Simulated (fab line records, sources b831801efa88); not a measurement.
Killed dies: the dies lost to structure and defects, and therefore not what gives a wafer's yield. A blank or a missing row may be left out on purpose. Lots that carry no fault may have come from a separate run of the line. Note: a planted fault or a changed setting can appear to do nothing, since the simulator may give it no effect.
Which tool did it? -- flow sky130 -- Sampling: 12 lots, 36 wafers, 5 of 708 route steps

## WHAT THE GAUGES SHOWED, per wafer
SKY_NWELL_OVL_MEAS_10.
lot,measured,on,NWELL_00_OVL (nm)
L624,day 4 13:39,overlay-01,-2.0 -2.0 -1.6
L626,day 4 22:10,overlay-01,-1.8 0.1 -0.4
L629,day 6 06:59,overlay-01,-1.2 -0.8 -0.8
L630,day 6 07:31,overlay-02,-1.5 1.0 0.8
L632,day 6 15:17,overlay-02,-2.5 -1.8 -2.7
L634,day 7 05:59,overlay-02,-1.1 -0.5 -2.1
L638,day 8 00:19,overlay-02,-1.1 -2.5 -0.5
L639,day 8 04:26,overlay-02,-2.2 -1.0 -1.4
L640,day 8 12:29,overlay-02,-1.7 -2.4 -2.5
L641,day 8 19:25,overlay-02,-4.0 -3.1 -2.5
L642,day 9 00:32,overlay-01,-2.7 -4.1 -1.5
L643,day 9 07:08,overlay-01,-4.4 -1.8 -4.4

SKY_NWELL_TW_MEAS_26.
lot,measured,on,NWELL_2_TW
L624,day 5 07:50,film-metro-01,492 491 489
L626,day 5 17:00,film-metro-04,500 495 500
L629,day 7 03:11,film-metro-02,497 501 502
L630,day 7 04:03,film-metro-04,503 501 501
L632,day 7 11:16,film-metro-01,488 488 488
L634,day 8 03:10,film-metro-02,499 496 499
L638,day 8 22:26,film-metro-04,499 502 495
L639,day 9 02:14,film-metro-01,489 488 486
L640,day 9 10:55,film-metro-04,831 831 834 832 828 830
L641,day 9 17:20,film-metro-02,833 838 831 836 833 830
L642,day 9 23:16,film-metro-01,491 491 489
L643,day 10 04:11,film-metro-01,823 820 823 822 824 823

## TOOL THAT RAN EACH LOT (tool first, then ch and the chambers of the sampled wafers, then the start)
lot,SKY_FIELD_ISO_STRIP_16,SKY_PWDE_STRIP_09,SKY_NWELL_IMPLANT_24
L624,"plasma-asher-02 ch 0,1, day 2 04:49","plasma-asher-01 ch 1, day 3 21:05","implanter-02 ch 0, day 5 07:35"
L626,"plasma-asher-03 ch 0,1, day 2 15:38","plasma-asher-02 ch 0,1, day 4 04:49","implanter-03 ch 0, day 5 16:46"
L629,"plasma-asher-03 ch 1, day 3 08:02","plasma-asher-01 ch 0,1, day 5 12:13","implanter-02 ch 0, day 7 02:57"
L630,"plasma-asher-03 ch 0,1, day 3 12:58","plasma-asher-02 ch 1, day 5 12:34","implanter-04 ch 0, day 7 03:49"
L632,"plasma-asher-04 ch 0,1, day 4 00:49","plasma-asher-03 ch 0,1, day 5 20:14","implanter-02 ch 0, day 7 11:01"
L634,"plasma-asher-02 ch 0,1, day 4 13:07","plasma-asher-03 ch 0,1, day 6 10:14","implanter-02 ch 0, day 8 02:55"
L638,"plasma-asher-03 ch 0,1, day 5 05:59","plasma-asher-02 ch 0, day 7 04:20","implanter-04 ch 0, day 8 22:12"
L639,"plasma-asher-02 ch 0,1, day 5 10:01","plasma-asher-02 ch 0, day 7 07:43","implanter-04 ch 0, day 9 01:59"
L640,"plasma-asher-02 ch 0,1, day 5 16:52","plasma-asher-03 ch 0,1, day 7 15:45","implanter-04 ch 0, day 9 10:40"
L641,"plasma-asher-03 ch 0,1, day 5 23:05","plasma-asher-02 ch 0,1, day 7 22:05","implanter-04 ch 0, day 9 17:07"
L642,"plasma-asher-03 ch 0,1, day 6 03:07","plasma-asher-01 ch 0,1, day 8 03:06","implanter-02 ch 0, day 9 23:01"
L643,"plasma-asher-04 ch 0,1, day 6 09:26","plasma-asher-01 ch 0,1, day 8 09:43","implanter-04 ch 0, day 10 03:58"
- SKY_FIELD_ISO_STRIP_16: strips in O2/N2.
- SKY_PWDE_STRIP_09: strips in O2/N2.
- SKY_NWELL_IMPLANT_24

## AS READ BY THE TOOLS THEMSELVES (means over the sampled wafers that have a number; for cases with no such wafer, the mark the record gives instead)
SKY_FIELD_ISO_STRIP_16.
lot,tool,drypump-motor-current-A (A),oes-product-au (a.u.),strip-time-to-endpoint-s (s)
L624,plasma-asher-02,5.5,0.384,3.57
L626,plasma-asher-03,5.6,0.379,3.55
L629,plasma-asher-03,5.7,0.374,3.58
L630,plasma-asher-03,5.6,0.381,3.57
L632,plasma-asher-04,6.2,0.373,3.54
L634,plasma-asher-02,5.3,0.373,3.59
L638,plasma-asher-03,5.6,0.379,3.59
L639,plasma-asher-02,5.5,0.379,3.54
L640,plasma-asher-02,5.3,0.383,3.54
L641,plasma-asher-03,5.6,0.374,3.49
L642,plasma-asher-03,5.7,0.381,3.54
L643,plasma-asher-04,6.3,0.377,3.54

SKY_PWDE_STRIP_09.
lot,tool,drypump-motor-current-A (A),oes-product-au (a.u.),strip-time-to-endpoint-s (s)
L624,plasma-asher-01,5.70,0.724,37.01
L626,plasma-asher-02,5.28,0.720,36.93
L629,plasma-asher-01,5.55,0.721,37.11
L630,plasma-asher-02,5.08,0.719,36.85
L632,plasma-asher-03,5.63,0.720,37.07
L634,plasma-asher-03,5.65,0.726,36.85
L638,plasma-asher-02,5.67,0.723,37.02
L639,plasma-asher-02,5.68,0.723,36.95
L640,plasma-asher-03,5.59,0.725,37.01
L641,plasma-asher-02,5.28,0.726,36.96
L642,plasma-asher-01,5.38,0.721,36.90
L643,plasma-asher-01,5.39,0.718,37.14

SKY_NWELL_IMPLANT_24.
lot,tool,beam-energy-keV,dose-ions-cm2,faraday-current-uA
L624,implanter-02,141.04,9.194e+12,52.4
L626,implanter-03,141.03,9.195e+12,52.3
L629,implanter-02,141.02,9.197e+12,51.9
L630,implanter-04,140.96,9.199e+12,52.4
L632,implanter-02,141.08,9.203e+12,52.1
L634,implanter-02,140.96,9.202e+12,52.9
L638,implanter-04,140.98,9.214e+12,51.8
L639,implanter-04,141.08,9.193e+12,51.4
L640,implanter-04,140.99,4.695e+13,261.5
L641,implanter-04,141.00,4.696e+13,264.2
L642,implanter-02,140.98,9.190e+12,51.7
L643,implanter-04,140.99,4.697e+13,257.7

## THE ANSWER, worked out from the rows above alone
Rule: usual is defined by the lots themselves. Put in order of their means at a reading, lots are off if they are a third of the lots or fewer, leave a main group of 4 or more, and stand apart from it by a gap of 3 or more times the standard deviation of the main group's means; of several such gaps the widest counts. A main group is skipped when, at the precision printed for the reading in the tables above, its means are all equal. Also off: a lot with no number at a reading for which 4 or more lots have one. All remaining lots with rows at the step are treated as sound. After the gauges, taken in route order, come the tools' own readings; for these a lot's mean is taken, as printed above. The first step at which some lot is off is used, and at that step the reading that is off furthest; a lot without a number counts as furthest.
Off: L640, L641, L643, seen at SKY_NWELL_TW_MEAS_26 (NWELL_2_TW). The main group: mean 495, standard deviation 5.2.
If a tool, at a process step before that reading, ran all the lots that are off and no sound lot after the first of them, it fits. Not tried: the gauges at SKY_NWELL_TW_MEAS_26; whatever is off there is also off at SKY_NWELL_IMPLANT_24, on other tools, and gauge error can't account for it. One candidate fits, namely implanter-04 at SKY_NWELL_IMPLANT_24. Its last sound lot is L639 (day 9 01:59), its first lot that is off L640 (day 9 10:40): a fault that began between those two fits.
The tool's own readings at SKY_NWELL_IMPLANT_24 bear it out: on the lots that are off they differ by more than 5 times the standard deviation of the sound lots' means. dose-ions-cm2 reads 4.696e+13 there against 9.199e+12 on the sound lots; faraday-current-uA reads 261.1 there against 52.1 on the sound lots.

## WHAT WAS PUT IN BY THE SIMULATOR
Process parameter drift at SKY_NWELL_IMPLANT_24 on implanter-04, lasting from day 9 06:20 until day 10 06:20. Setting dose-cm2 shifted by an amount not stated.
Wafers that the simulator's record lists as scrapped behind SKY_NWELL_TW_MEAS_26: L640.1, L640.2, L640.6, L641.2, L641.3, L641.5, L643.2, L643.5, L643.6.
Lots struck among those shown: L640, L641, L643. The same result came from the rule above.
